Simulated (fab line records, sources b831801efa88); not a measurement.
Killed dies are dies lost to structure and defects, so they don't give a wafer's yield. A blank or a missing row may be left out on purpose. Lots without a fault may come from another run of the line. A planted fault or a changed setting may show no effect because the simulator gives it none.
fab line records | flow sky130
record lots=5 wafers=15 last_day=50
route steps=708 shown METAL4@638 VIA4@639 METAL5@661
lots that met no fault: from a run of the same line without faults
start_h: hours from the record's first day to the start of the lot's first wafer shown | wait_h: hours since the lot's step before | " the same as in the row above | L1.1+2: a row that stands for several wafers | - no value, or no start given | * or withheld: withheld | < > ~ a bound
route shown NAME@n: a module of which the file shows steps, and the number in the route of the first | usual: mean/standard deviation of fault-free wafers | same: alike in all rows | chamber/n: place in a boat | sites: the reading at each site | _std_site: their standard deviation | _edge_site: outer sites' mean less inner sites' | radius_mm: how far each site lies from the wafer's centre | mask NAME#n: copy n | behind: the tool/chamber that last shaped the wafer | hold: why the lot was held/for how many hours/how that ended | device: the transistor (n, p or np) that didn't switch | end of line: the same wafers' tests at the end of the route | a step without rows: its recipe alone | killed: dies lost to structure and defects at the first sort, not the wafer's yield | map: a wafer's dies, x killed, . not, _ none there
set.NAME: the setting as run; set.NAME@STEP: as run at that earlier step | model.NAME: the simulator's own value behind a step, which no gauge read
lots at some steps of the route; a table a step, a row a wafer
services: from which hour (start_h, from the record's first day; less than 0 if before it) a tool's chamber was out of use, for how many hours, and why
## steps
# step SKY_METAL4_CLEAN_22
# recipe chemistry=O3/DIW dry=n2_spin
# columns lot.wafer tool chamber start_h wait_h
L077.1+3+4 wet_bench-02 3 1008.90 0.0
L079.4+5+6 wet_bench-02 2 1037.34 0.0
L082.2+3+6 wet_bench-02 2 1040.21 0.0
L092.1+2+4 wet_bench-02 1 1095.20 0.0
L096.3+5+6 wet_bench-03 1 1115.71 0.0
# step SKY_VIA4_HDPCVD_00
# recipe material=SiO2 target_thk_nm=1750 sigma_open_frac=0.3 time_s=291.7 temp_c=400 sih4_flow_sccm=60 pressure_mtorr=6
# usual susceptor_temp_C=400.04/0.21
# columns lot.wafer tool chamber start_h wait_h susceptor_temp_C
L077.1 hdpcvd-02 0 1009.00 0.0 400.13
L077.3 " 0 " " 400.09
L077.4 " 2 " " 399.90
L079.4 hdpcvd-01 2 1037.52 0.1 400.32
L079.5 " 1 " " 399.58
L079.6 " 0 " " 399.95
L082.2 hdpcvd-02 2 1040.30 0.0 399.73
L082.3 " 0 " " 399.66
L082.6 " 0 " " 399.66
L092.1 hdpcvd-02 0 1095.29 0.0 400.16
L092.2 " 2 " " 400.10
L092.4 " 2 " " 400.07
L096.3 hdpcvd-01 2 1115.81 0.0 400.01
L096.5 " 0 " " 400.40
L096.6 " 2 " " 400.02
# step SKY_VIA4_THK_MEAS_01
# recipe reads=SiO2_of_VIA4_HDPCVD_00
# usual VIA4_HDPCVD_THK=1749/16
# columns lot.wafer tool chamber start_h wait_h VIA4_HDPCVD_THK[nm]
L077.1 film_metro-02 - 1009.27 0.2 1756
L077.3 " - " " 1751
L077.4 " - " " 1727
L079.4 film_metro-04 - 1037.64 0.0 1744
L079.5 " - " " 1764
L079.6 " - " " 1788
L082.2 film_metro-04 - 1040.49 0.1 1733
L082.3 " - " " 1754
L082.6 " - " " 1771
L092.1 film_metro-02 - 1095.47 0.1 1765
L092.2 " - " " 1760
L092.4 " - " " 1756
L096.3 film_metro-04 - 1116.00 0.1 1745
L096.5 " - " " 1740
L096.6 " - " " 1739
# step SKY_VIA4_CMP_02
# recipe material=SiO2 down_force_psi=4 platen_rpm=60 pad_velocity_m_s=0.94248
# usual motor_current_A=11.8/1.2 slurry_flow_ml_min=150.0/0.49
# columns lot.wafer tool chamber start_h wait_h motor_current_A slurry_flow_ml_min
L077.4 cmp-02 0 1009.33 0.0 12.7 150.3
L077.1 " 1 " " 13.8 150.0
L077.3 " 2 " " 9.7 150.6
L079.4 cmp-01 0 1037.77 0.1 11.7 149.8
L079.5 " 2 " " 11.0 149.6
L079.6 " 3 " " 11.9 150.1
L082.3 cmp-01 2 1040.54 0.0 12.0 149.4
L082.2 " 0 " " 11.3 149.8
L082.6 " 2 " " 11.3 150.0
L092.1 cmp-02 2 1095.53 0.1 9.4 150.4
L092.2 " 0 " " 13.1 149.2
L092.4 " 1 " " 13.6 150.7
L096.3 cmp-01 1 1116.19 0.2 11.6 149.7
L096.5 " 2 " " 11.1 149.6
L096.6 " 3 " " 12.5 150.6
# step SKY_VIA4_BOW_MEAS_03
# recipe mode=bow
# usual VIA4_BOW=78/7.2
# columns lot.wafer tool chamber start_h wait_h VIA4_BOW[um]
L077.1 film_metro-01 - 1009.63 0.2 76
L077.3 " - " " 81
L077.4 " - " " 73
L079.4 film_metro-04 - 1038.03 0.2 80
L079.5 " - " " 85
L079.6 " - " " 87
L082.2 film_metro-02 - 1040.86 0.2 72
L082.3 " - " " 73
L082.6 " - " " 79
L092.1 film_metro-01 - 1095.83 0.2 76
L092.2 " - " " 83
L092.4 " - " " 69
L096.3 film_metro-01 - 1116.38 0.1 72
L096.5 " - " " 83
L096.6 " - " " 69
# step SKY_VIA4_DEHYDRATE_04
# recipe temp_c=200 time_s=60
# columns lot.wafer tool chamber start_h wait_h
L077.1+3+4 litho_track-02 0 1020.50 10.8
L079.4+5+6 litho_track-02 0 1048.32 10.3
L082.2+3+6 litho_track-03 0 1051.56 10.7
L092.1+2+4 litho_track-03 0 1105.38 9.5
L096.3+5+6 litho_track-02 0 1125.35 8.9
# step SKY_VIA4_HMDS_05
# recipe prime_time_s=60 prime_temp_c=120
# columns lot.wafer tool chamber start_h wait_h
L077.1+3+4 litho_track-02 0 1020.65 0.1
L079.4+5+6 litho_track-02 0 1048.47 0.1
L082.2+3+6 litho_track-03 0 1051.71 0.1
L092.1+2+4 litho_track-03 0 1105.53 0.1
L096.3+5+6 litho_track-02 0 1125.50 0.1
# step SKY_VIA4_COAT_06
# recipe resist=NOVOLAK spin_rpm=3000 resist_thk_nm=1140
# columns lot.wafer tool chamber start_h wait_h
L077.1+3+4 litho_track-02 0 1020.80 0.1
L079.4+5+6 litho_track-02 0 1048.62 0.1
L082.2+3+6 litho_track-03 0 1051.86 0.1
L092.1+2+4 litho_track-03 0 1105.68 0.1
L096.3+5+6 litho_track-02 0 1125.65 0.1
# step SKY_VIA4_SOFTBAKE_07
# recipe temp_c=90 time_s=60 resist=NOVOLAK
# columns lot.wafer tool chamber start_h wait_h
L077.1+3+4 litho_track-02 0 1020.95 0.1
L079.4+5+6 litho_track-02 0 1048.77 0.1
L082.2+3+6 litho_track-03 0 1052.01 0.1
L092.1+2+4 litho_track-03 0 1105.83 0.1
L096.3+5+6 litho_track-02 0 1125.80 0.1
# step SKY_VIA4_EXPOSE_08
# recipe mask_id=VIM4 na=0.6 source_shape=conventional sigma_outer=0.6 polarization=unpolarized target_cd_nm=800 dose_mj=132
# columns lot.wafer tool chamber start_h wait_h mask
L077.1+3+4 iline_stepper-01 0 - - VIM4#0
L079.4+5+6 iline_stepper-01 0 - - VIM4#0
L082.2+3+6 iline_stepper-01 0 - - VIM4#0
L092.1+2+4 iline_stepper-02 0 - - VIM4#0
L096.3+5+6 iline_stepper-02 0 - - VIM4#0
# step SKY_VIA4_PEB_09
# recipe temp_c=withheld time_s=* resist=NOVOLAK
# columns lot.wafer tool chamber start_h wait_h
L077.1+3+4 litho_track-02 0 - -
L079.4+5+6 litho_track-04 0 - -
L082.2+3+6 litho_track-04 0 - -
L092.1+2+4 litho_track-02 0 - -
L096.3+5+6 litho_track-03 0 - -
# step SKY_VIA4_DEVELOP_10
# recipe resist=NOVOLAK developer=TMAH develop_time_s=60 dev_temp_c=23
# usual developer_temp_C=23.01/0.083
# columns lot.wafer tool chamber start_h wait_h developer_temp_C
L077.1 litho_track-02 0 1032.55 0.1 22.98
L077.3 " 0 " " 23.05
L077.4 " 0 " " 23.09
L079.4 litho_track-04 0 1059.66 0.1 22.88
L079.5 " 0 " " 22.95
L079.6 " 0 " " 22.82
L082.2 litho_track-04 0 1062.46 0.1 22.95
L082.3 " 0 " " 23.10
L082.6 " 0 " " 22.96
L092.1 litho_track-02 0 1116.15 0.1 22.94
L092.2 " 0 " " 22.98
L092.4 " 0 " " 22.91
L096.3 litho_track-03 0 1135.58 0.1 23.13
L096.5 " 0 " " 22.97
L096.6 " 0 " " 22.97
# step SKY_VIA4_OVL_MEAS_11
# usual VIA4_OVL=-0.1/1.4
# columns lot.wafer tool chamber start_h wait_h VIA4_OVL[nm]
L077.1 overlay-02 - 1032.70 0.1 0.3
L077.3 " - " " -0.3
L077.4 " - " " -0.3
L079.4 overlay-02 - 1059.75 0.1 1.2
L079.5 " - " " 1.9
L079.6 " - " " 1.1
L082.2 overlay-02 - 1062.59 0.1 0.9
L082.3 " - " " 1.9
L082.6 " - " " 0.0
L092.1 overlay-01 - 1116.30 0.1 -1.0
L092.2 " - " " -1.4
L092.4 " - " " 1.5
L096.3 overlay-01 - 1135.69 0.1 -1.8
L096.5 " - " " 1.5
L096.6 " - " " 0.3
# step SKY_VIA4_ETCH_12
# recipe target=SiO2 chemistry=C4F8/O2/Ar stop_on=TiN mask_material=NOVOLAK source_w=1500 bias_w=1200 pressure_mtorr=40 c4f8_flow_sccm=withheld O2_flow_sccm=6 Ar_flow_sccm=300 time_s=withheld target_depth_a=5800
# usual oes_product_au=0.926/0.0047
# columns lot.wafer tool chamber start_h wait_h oes_product_au
L077.1 rie_diel-03 2 1032.73 0.0 0.930
L077.3 " 0 " " 0.922
L077.4 " 1 " " 0.927
L079.4 rie_diel-04 1 1059.77 0.0 0.918
L079.5 " 1 " " 0.929
L079.6 " 0 " " 0.933
L082.2 rie_diel-03 3 1062.62 0.0 0.928
L082.3 " 2 " " 0.930
L082.6 " 1 " " 0.925
L092.1 rie_diel-02 2 1116.34 0.0 0.925
L092.2 " 3 " " 0.932
L092.4 " 0 " " 0.926
L096.3 rie_diel-04 0 1135.72 0.0 0.927
L096.5 " 0 " " 0.928
L096.6 " 3 " " 0.926
# step SKY_VIA4_STRIP_13
# recipe chemistry=O2/N2 power_w=1400 pressure_mtorr=1500 platen_temp_c=withheld o2_flow_sccm=3000 n2_flow_sccm=300 overash_fraction=0.5
# usual drypump_motor_current_A=5.90/0.22 oes_product_au=0.709/0.0045 strip_time_to_endpoint_s=12.80/0.032
# columns lot.wafer tool chamber start_h wait_h drypump_motor_current_A oes_product_au rf_hours_counter_h strip_time_to_endpoint_s
L077.1 plasma_asher-04 1 1032.81 - 6.34 0.714 122 12.77
L077.3 " 1 " " 6.35 0.704 - 12.83
L077.4 " 0 " " 5.78 0.708 - 12.77
L079.4 plasma_asher-02 1 1059.87 - 5.85 0.714 - 12.84
L079.5 " 0 " " 5.81 0.705 - 12.78
L079.6 " 1 " " 5.87 0.706 - 12.81
L082.2 plasma_asher-02 0 1062.69 - 5.83 0.710 31 12.82
L082.3 " 0 " " 5.81 0.706 - 12.80
L082.6 " 1 " " 5.81 0.711 - 12.81
L092.1 plasma_asher-04 0 1116.41 - 5.75 0.708 4 12.78
L092.2 " 1 " " 6.36 0.707 4 12.78
L092.4 " 1 " " 6.35 0.705 - 12.86
L096.3 plasma_asher-04 1 1135.82 - 6.38 0.711 - 12.81
L096.5 " 0 " " 5.74 0.708 - 12.82
L096.6 " 1 " " 6.35 0.703 - 12.83
# step SKY_VIA4_STRIP_14
# recipe chemistry=post_etch_residue_remover time_s=1200 temp_c=72.5
# columns lot.wafer tool chamber start_h wait_h
L077.1+3+4 wet_bench-04 1 1032.91 0.1
L079.4+5+6 wet_bench-01 0 1059.94 0.0
L082.2+3+6 wet_bench-04 1 1062.79 0.1
L092.1+2+4 wet_bench-01 3 1116.51 0.1
L096.3+5+6 wet_bench-03 2 1135.89 0.0
# step SKY_VIA4_CLEAN_15
# recipe chemistry=IPA time_s=180 temp_c=25
# columns lot.wafer tool chamber start_h wait_h
L077.1+3+4 wet_bench-04 2 1033.25 0.0
L079.4+5+6 wet_bench-03 3 1060.28 0.0
L082.2+3+6 wet_bench-03 1 1063.13 0.0
L092.1+2+4 wet_bench-01 2 1116.85 0.0
L096.3+5+6 wet_bench-01 3 1136.26 0.0
# step SKY_VIA4_CLEAN_16
# recipe chemistry=O3/DIW dry=n2_spin
# columns lot.wafer tool chamber start_h wait_h
L077.1+3+4 wet_bench-04 1 1033.31 0.0
L079.4+5+6 wet_bench-04 1 1060.34 0.0
L082.2+3+6 wet_bench-04 1 1063.19 0.0
L092.1+2+4 wet_bench-01 1 1116.91 0.0
L096.3+5+6 wet_bench-03 1 1136.32 0.0
# step SKY_VIA4_SPUTTER_17
# recipe material=TiN target_thk_nm=20 chamber_pressure_pa=5 power_w=4000 time_s=80
# usual throttle_valve_pct=29.3/1.1
# columns lot.wafer tool chamber start_h wait_h throttle_valve_pct
L077.1 pvd_sputter-01 - 1033.40 0.0 28.7
L077.3 " - " " 29.2
L077.4 " - " " 31.0
L079.4 pvd_sputter-03 - 1060.43 0.0 29.3
L079.5 " - " " 29.7
L079.6 " - " " 27.3
L082.2 pvd_sputter-01 - 1063.28 0.0 29.3
L082.3 " - " " 29.2
L082.6 " - " " 28.7
L092.1 pvd_sputter-03 - 1117.00 0.0 29.2
L092.2 " - " " 29.3
L092.4 " - " " 27.3
L096.3 pvd_sputter-04 - 1136.42 0.0 30.5
L096.5 " - " " 30.8
L096.6 " - " " 29.8
# step SKY_VIA4_CVD_18
# recipe material=W target_thk_nm=505 time_s=152.14 temp_c=400 pressure_torr=40
# usual heater_power_w=771/89 susceptor_temp_C=399.93/0.22
# columns lot.wafer tool chamber start_h wait_h heater_power_w susceptor_temp_C
L077.1 cvd_w-02 1 1033.46 0.0 892 399.90
L077.3 " 1 " " 889 400.24
L077.4 " 0 " " 814 400.52
L079.4 cvd_w-01 0 1060.54 0.1 655 399.82
L079.5 " 0 " " 659 399.92
L079.6 " 1 " " 781 399.69
L082.2 cvd_w-02 1 1063.34 0.0 883 399.74
L082.3 " 0 " " 807 400.35
L082.6 " 1 " " 863 399.99
L092.1 cvd_w-01 0 1117.06 0.0 647 399.56
L092.2 " 1 " " 752 399.47
L092.4 " 0 " " 647 399.79
L096.3 cvd_w-02 1 1136.53 0.1 881 400.40
L096.5 " 0 " " 806 400.01
L096.6 " 1 " " 892 400.15
# step SKY_VIA4_RS_MEAS_19
# recipe thk_meas_gauge=four-point-probe reads=W_of_VIA4_CVD_18+TiN_of_VIA4_SPUTTER_17
# usual VIA4_W_RS=0.2271/0.0023
# columns lot.wafer tool chamber start_h wait_h VIA4_W_RS[ohm/sq]
L077.1 film_metro-02 - 1033.61 0.1 0.2312
L077.3 " - " " 0.2314
L077.4 " - " " 0.2316
L079.4 film_metro-01 - 1060.70 0.1 0.2331
L079.5 " - " " 0.2292
L079.6 " - " " 0.2250
L082.2 film_metro-01 - 1063.51 0.1 0.2263
L082.3 " - " " 0.2275
L082.6 " - " " 0.2255
L092.1 film_metro-02 - 1117.21 0.1 0.2286
L092.2 " - " " 0.2239
L092.4 " - " " 0.2261
L096.3 film_metro-04 - 1136.67 0.1 0.2287
L096.5 " - " " 0.2296
L096.6 " - " " 0.2309
# step SKY_VIA4_THK_MEAS_20
# recipe thk_meas_gauge=xrf reads=W_of_VIA4_CVD_18
# usual VIA4_W_THK=486/7.5
# columns lot.wafer tool chamber start_h wait_h VIA4_W_THK[nm]
L077.1 film_metro-02 - 1033.73 0.1 474
L077.3 " - " " 473
L077.4 " - " " 474
L079.4 film_metro-01 - 1060.79 0.1 479
L079.5 " - " " 486
L079.6 " - " " 496
L082.2 film_metro-01 - 1063.62 0.1 490
L082.3 " - " " 491
L082.6 " - " " 495
L092.1 film_metro-02 - 1117.33 0.1 483
L092.2 " - " " 487
L092.4 " - " " 483
L096.3 film_metro-04 - 1136.77 0.1 475
L096.5 " - " " 473
L096.6 " - " " 468
# step SKY_VIA4_CMP_21
# recipe stop_on=SiO2 t_overpolish_s=25 down_force_psi=3.5 platen_rpm=60 target_thk_nm=0 pad_velocity_m_s=0.94248
# usual motor_current_A=11.0/1.2 overpolish_run_s=25.001/0.0096 slurry_flow_ml_min=150.1/0.44 time_to_endpoint_s=123/5
# columns lot.wafer tool chamber start_h wait_h motor_current_A overpolish_run_s slurry_flow_ml_min time_to_endpoint_s
L077.4 cmp-01 0 1033.79 0.0 10.4 24.996 150.4 118
L077.3 " 1 " " 10.4 25.008 150.5 115
L077.1 " 2 " " 9.8 25.003 150.2 116
L079.4 cmp-01 3 1060.97 0.2 11.4 24.987 150.4 117
L079.6 " 0 " " 10.0 25.017 149.4 131
L079.5 " 1 " " 10.8 25.000 149.4 125
L082.2 cmp-01 0 1063.72 0.1 10.6 24.992 150.4 127
L082.3 " 1 " " 10.3 24.996 150.0 126
L082.6 " 0 " " 11.2 24.988 150.1 128
L092.2 cmp-02 3 1117.44 0.1 10.9 24.990 149.9 124
L092.1 " 0 " " 11.1 25.019 149.5 128
L092.4 " 1 " " 13.3 25.006 149.6 124
L096.3 cmp-02 3 1136.86 0.1 10.8 24.994 149.4 122
L096.5 " 2 " " 9.0 24.984 149.7 121
L096.6 " 3 " " 10.4 24.997 150.2 123
# step SKY_METAL5_SPUTTER_00
# recipe material=Ti target_thk_nm=15 power_w=3000 time_s=10 chamber_pressure_pa=0.4
# usual throttle_valve_pct=29.8/0.74
# columns lot.wafer tool chamber start_h wait_h throttle_valve_pct
L077.1 pvd_sputter-02 - 1034.09 0.1 30.6
L077.3 " - " " 29.6
L077.4 " - " " 28.9
L079.4 pvd_sputter-02 - 1061.12 0.1 30.0
L079.5 " - " " 28.7
L079.6 " - " " 30.7
L082.2 pvd_sputter-02 - 1063.97 0.2 29.9
L082.3 " - " " 29.7
L082.6 " - " " 28.7
L092.1 pvd_sputter-01 - 1117.69 0.1 29.3
L092.2 " - " " 28.6
L092.4 " - " " 29.0
L096.3 pvd_sputter-04 - 1137.11 0.2 30.0
L096.5 " - " " 29.6
L096.6 " - " " 30.8
# step SKY_METAL5_SPUTTER_01
# recipe material=TiN target_thk_nm=20 power_w=6500 time_s=16.7 chamber_pressure_pa=0.4
# usual throttle_valve_pct=29.8/0.73
# columns lot.wafer tool chamber start_h wait_h throttle_valve_pct
L077.1 pvd_sputter-02 - 1034.11 0.0 31.0
L077.3 " - " " 30.0
L077.4 " - " " 29.1
L079.4 pvd_sputter-02 - 1061.15 0.0 30.0
L079.5 " - " " 28.9
L079.6 " - " " 30.8
L082.2 pvd_sputter-02 - 1064.00 0.0 29.7
L082.3 " - " " 30.0
L082.6 " - " " 29.0
L092.1 pvd_sputter-01 - 1117.72 0.0 29.4
L092.2 " - " " 28.8
L092.4 " - " " 29.2
L096.3 pvd_sputter-04 - 1137.14 0.0 29.7
L096.5 " - " " 29.8
L096.6 " - " " 31.0
# step SKY_METAL5_SPUTTER_02
# recipe material=AlCu target_thk_nm=1150 power_w=10600 time_s=61.2 chamber_pressure_pa=0.4
# usual throttle_valve_pct=29.8/0.74
# columns lot.wafer tool chamber start_h wait_h throttle_valve_pct
L077.1 pvd_sputter-02 - 1034.14 0.0 30.8
L077.3 " - " " 29.5
L077.4 " - " " 28.7
L079.4 pvd_sputter-02 - 1061.17 0.0 29.8
L079.5 " - " " 28.7
L079.6 " - " " 30.9
L082.2 pvd_sputter-02 - 1064.02 0.0 29.8
L082.3 " - " " 29.8
L082.6 " - " " 28.5
L092.1 pvd_sputter-01 - 1117.74 0.0 29.2
L092.2 " - " " 29.0
L092.4 " - " " 29.4
L096.3 pvd_sputter-04 - 1137.16 0.0 29.8
L096.5 " - " " 29.6
L096.6 " - " " 30.7
# step SKY_METAL5_SPUTTER_03
# recipe material=Ti target_thk_nm=5 power_w=3000 time_s=3.3 chamber_pressure_pa=0.4
# usual throttle_valve_pct=29.8/0.75
# columns lot.wafer tool chamber start_h wait_h throttle_valve_pct
L077.1 pvd_sputter-02 - 1034.19 0.0 30.8
L077.3 " - " " 29.8
L077.4 " - " " 28.7
L079.4 pvd_sputter-02 - 1061.22 0.0 29.8
L079.5 " - " " 28.9
L079.6 " - " " 30.8
L082.2 pvd_sputter-02 - 1064.07 0.0 29.9
L082.3 " - " " 30.1
L082.6 " - " " 28.7
L092.1 pvd_sputter-01 - 1117.79 0.0 29.3
L092.2 " - " " 28.7
L092.4 " - " " 28.9
L096.3 pvd_sputter-04 - 1137.21 0.0 29.6
L096.5 " - " " 29.3
L096.6 " - " " 30.8
# step SKY_METAL5_SPUTTER_04
# recipe material=TiN target_thk_nm=70 power_w=6500 time_s=58.3 chamber_pressure_pa=0.4
# usual throttle_valve_pct=29.8/0.74
# columns lot.wafer tool chamber start_h wait_h throttle_valve_pct
L077.1 pvd_sputter-02 - 1034.21 0.0 30.8
L077.3 " - " " 29.5
L077.4 " - " " 28.9
L079.4 pvd_sputter-02 - 1061.24 0.0 29.8
L079.5 " - " " 28.8
L079.6 " - " " 30.6
L082.2 pvd_sputter-02 - 1064.09 0.0 29.7
L082.3 " - " " 29.5
L082.6 " - " " 28.8
L092.1 pvd_sputter-01 - 1117.81 0.0 29.1
L092.2 " - " " 28.8
L092.4 " - " " 29.4
L096.3 pvd_sputter-04 - 1137.23 0.0 29.5
L096.5 " - " " 29.5
L096.6 " - " " 31.4
# step SKY_METAL5_RS_MEAS_05
# recipe thk_meas_gauge=four-point-probe reads=TiN_of_METAL5_SPUTTER_04+Ti_of_METAL5_SPUTTER_03+AlCu_of_METAL5_SPUTTER_02+TiN_of_METAL5_SPUTTER_01+Ti_of_METAL5_SPUTTER_00
# usual METAL5_ALCU_RS=0.02721/0.00028
# columns lot.wafer tool chamber start_h wait_h METAL5_ALCU_RS[ohm/sq]
L077.1 film_metro-03 - 1034.26 0.0 0.02716
L077.3 " - " " 0.02692
L077.4 " - " " 0.02736
L079.4 film_metro-03 - 1061.35 0.1 0.02747
L079.5 " - " " 0.02747
L079.6 " - " " 0.02738
L082.2 film_metro-04 - 1064.16 0.0 0.02706
L082.3 " - " " 0.02633
L082.6 " - " " 0.02733
L092.1 film_metro-04 - 1117.91 0.1 0.02741
L092.2 " - " " 0.02719
L092.4 " - " " 0.02744
L096.3 film_metro-04 - 1137.32 0.1 0.02687
L096.5 " - " " 0.02724
L096.6 " - " " 0.02716
# step SKY_METAL5_THK_MEAS_06
# recipe thk_meas_gauge=xrf reads=AlCu_of_METAL5_SPUTTER_02
# usual METAL5_ALCU_THK=1164/14
# columns lot.wafer tool chamber start_h wait_h METAL5_ALCU_THK[nm]
L077.1 film_metro-03 - 1034.38 0.1 1166
L077.3 " - " " 1171
L077.4 " - " " 1145
L079.4 film_metro-03 - 1061.44 0.1 1154
L079.5 " - " " 1155
L079.6 " - " " 1154
L082.2 film_metro-04 - 1064.27 0.1 1180
L082.3 " - " " 1215
L082.6 " - " " 1175
L092.1 film_metro-04 - 1118.03 0.1 1149
L092.2 " - " " 1162
L092.4 " - " " 1150
L096.3 film_metro-04 - 1137.42 0.1 1171
L096.5 " - " " 1160
L096.6 " - " " 1160
# step SKY_METAL5_DEHYDRATE_07
# recipe temp_c=200 time_s=60
# columns lot.wafer tool chamber start_h wait_h
L077.1+3+4 litho_track-01 0 1045.11 10.7
L079.4+5+6 litho_track-04 0 1071.11 9.7
L082.2+3+6 litho_track-04 0 1074.16 9.9
L092.1+2+4 litho_track-04 0 1127.13 9.1
L096.3+5+6 litho_track-04 0 1145.53 8.1
# step SKY_METAL5_HMDS_08
# recipe prime_time_s=60 prime_temp_c=120
# columns lot.wafer tool chamber start_h wait_h
L077.1+3+4 litho_track-01 0 1045.26 0.1
L079.4+5+6 litho_track-04 0 1071.26 0.1
L082.2+3+6 litho_track-04 0 1074.31 0.1
L092.1+2+4 litho_track-04 0 1127.28 0.1
L096.3+5+6 litho_track-04 0 1145.68 0.1
# step SKY_METAL5_COAT_09
# recipe resist=NOVOLAK spin_rpm=3000 resist_thk_nm=1800
# columns lot.wafer tool chamber start_h wait_h
L077.1+3+4 litho_track-01 0 1045.41 0.1
L079.4+5+6 litho_track-04 0 1071.41 0.1
L082.2+3+6 litho_track-04 0 1074.46 0.1
L092.1+2+4 litho_track-04 0 1127.43 0.1
L096.3+5+6 litho_track-04 0 1145.83 0.1
# step SKY_METAL5_SOFTBAKE_10
# recipe temp_c=90 time_s=60 resist=NOVOLAK
# columns lot.wafer tool chamber start_h wait_h
L077.1+3+4 litho_track-01 0 1045.56 0.1
L079.4+5+6 litho_track-04 0 1071.56 0.1
L082.2+3+6 litho_track-04 0 1074.61 0.1
L092.1+2+4 litho_track-04 0 1127.58 0.1
L096.3+5+6 litho_track-04 0 1145.98 0.1
# step SKY_METAL5_EXPOSE_11
# recipe mask_id=MM5 na=0.6 source_shape=conventional sigma_outer=0.6 polarization=unpolarized target_cd_nm=1600 dose_mj=190
# columns lot.wafer tool chamber start_h wait_h mask
L077.1+3+4 iline_stepper-02 0 - - MM5#0
L079.4+5+6 iline_stepper-02 0 - - MM5#0
L082.2+3+6 iline_stepper-01 0 - - MM5#0
L092.1+2+4 iline_stepper-01 0 - - MM5#0
L096.3+5+6 iline_stepper-02 0 - - MM5#0
# step SKY_METAL5_PEB_12
# recipe temp_c=withheld time_s=* resist=NOVOLAK
# columns lot.wafer tool chamber start_h wait_h
L077.1+3+4 litho_track-02 0 - -
L079.4+5+6 litho_track-04 0 - -
L082.2+3+6 litho_track-02 0 - -
L092.1+2+4 litho_track-02 0 - -
L096.3+5+6 litho_track-01 0 - -
# step SKY_METAL5_DEVELOP_13
# recipe resist=NOVOLAK developer=TMAH develop_time_s=60 dev_temp_c=23
# usual developer_temp_C=23.00/0.11
# columns lot.wafer tool chamber start_h wait_h developer_temp_C
L077.1 litho_track-02 0 1056.85 0.1 22.84
L077.3 " 0 " " 22.87
L077.4 " 0 " " 22.87
L079.4 litho_track-04 0 1081.51 0.1 22.96
L079.5 " 0 " " 23.03
L079.6 " 0 " " 23.11
L082.2 litho_track-02 0 1085.22 0.1 23.14
L082.3 " 0 " " 23.00
L082.6 " 0 " " 22.83
L092.1 litho_track-02 0 1136.95 0.1 23.01
L092.2 " 0 " " 23.14
L092.4 " 0 " " 22.95
L096.3 litho_track-01 0 1155.26 0.1 22.96
L096.5 " 0 " " 22.90
L096.6 " 0 " " 22.74
# step SKY_METAL5_DESCUM_14
# recipe chemistry=O2 source_power_w=150 bias_power_w=0 pressure_mtorr=10 temp_c=40 time_s=11
# usual drypump_motor_current_A=5.6/0.55 oes_product_au=1.006/0.016
# columns lot.wafer tool chamber start_h wait_h drypump_motor_current_A oes_product_au rf_hours_counter_h
L077.1 rie_metal-02 1 1057.00 0.1 5.7 0.991 23
L077.3 " 0 " " 4.8 1.009 -
L077.4 " 1 " " 5.7 0.971 -
L079.4 rie_metal-02 1 1081.62 0.1 5.7 0.978 -
L079.5 " 1 " " 5.7 0.980 -
L079.6 " 1 " " 5.7 0.973 -
L082.2 rie_metal-02 1 1085.36 0.1 5.7 0.971 -
L082.3 " 1 " " 5.7 0.989 -
L082.6 " 1 " " 5.7 0.983 -
L092.1 rie_metal-03 0 1137.10 0.1 5.6 1.011 17
L092.2 " 1 " " 5.1 1.025 21
L092.4 " 1 " " 5.1 1.020 -
L096.3 rie_metal-01 0 1155.37 0.1 5.5 1.038 -
L096.5 " 0 " " 5.5 1.036 -
L096.6 " 1 " " 6.6 0.994 -
# step SKY_METAL5_METAL_ETCH_15
# recipe target_depth_a=12600 stop_on=SiO2 over_etch_frac=0.2 time_s=252 chemistry=Cl2/BCl3 resist_sidewall_deg=86 pressure_mtorr=10 icp_w=900 bias_w=48.5 Cl2_flow_sccm=60 bcl3_flow_sccm=30
# usual bcl3_flow_sccm=30.00/0.091 drypump_motor_current_A=5.6/0.55 oes_product_au=0.895/0.0052 throttle_valve_pct=22.264/0.0099
# columns lot.wafer tool chamber start_h wait_h bcl3_flow_sccm drypump_motor_current_A oes_product_au rf_hours_counter_h throttle_valve_pct
L077.1 rie_metal-02 1 1057.03 0.0 30.17 5.7 0.903 23 22.266
L077.3 " 0 " " 29.90 4.8 0.898 - 22.262
L077.4 " 1 " " 30.15 5.7 0.900 - 22.255
L079.4 rie_metal-02 1 1081.88 0.3 30.08 5.7 0.898 - 22.244
L079.5 " 1 " " 30.10 5.7 0.896 - 22.282
L079.6 " 1 " " 30.14 5.7 0.893 - 22.274
L082.2 rie_metal-02 1 1085.50 0.1 29.90 5.7 0.895 - 22.269
L082.3 " 1 " " 30.10 5.7 0.892 - 22.267
L082.6 " 1 " " 29.91 5.7 0.901 - 22.269
L092.1 rie_metal-03 0 1137.13 0.0 29.92 5.5 0.896 17 22.272
L092.2 " 1 " " 30.06 5.1 0.894 21 22.279
L092.4 " 1 " " 30.13 5.1 0.898 - 22.261
L096.3 rie_metal-01 0 1155.47 0.1 29.91 5.5 0.900 - 22.264
L096.5 " 0 " " 30.10 5.5 0.896 - 22.260
L096.6 " 1 " " 30.14 6.6 0.892 - 22.271
## services
# columns tool chamber start_h hours kind
hdpcvd-02 2 989.88 12.0 repair
iline_stepper-01 - 993.01 1.7 repair
wet_bench-03 - 993.08 43.3 pm
rie_diel-04 1 993.94 7.2 repair
hdpcvd-02 1 1007.57 10.5 repair
plasma_asher-04 - 1012.25 2.1 repair
hdpcvd-02 0 1019.44 2.4 repair
iline_stepper-02 - 1026.59 2.1 pm
pvd_sputter-04 - 1029.32 9.2 repair
plasma_asher-04 - 1055.32 9.0 pm
plasma_asher-04 - 1067.62 1.2 repair
iline_stepper-01 - 1068.48 1.7 pm
cmp-02 - 1077.02 0.2 repair
cmp-02 - 1077.90 8.1 repair
rie_metal-02 0 1078.38 8.6 repair
cmp-01 - 1084.00 4.0 pm
iline_stepper-02 - 1084.03 1.7 pm
plasma_asher-04 - 1084.25 12.1 repair
pvd_sputter-01 - 1090.49 6.5 repair
cmp-02 - 1100.85 0.6 repair
iline_stepper-01 - 1105.23 1.9 repair
plasma_asher-04 - 1115.41 0.4 repair
iline_stepper-01 - 1131.31 7.0 repair
cmp-02 - 1141.46 1.6 repair
## key
fault none
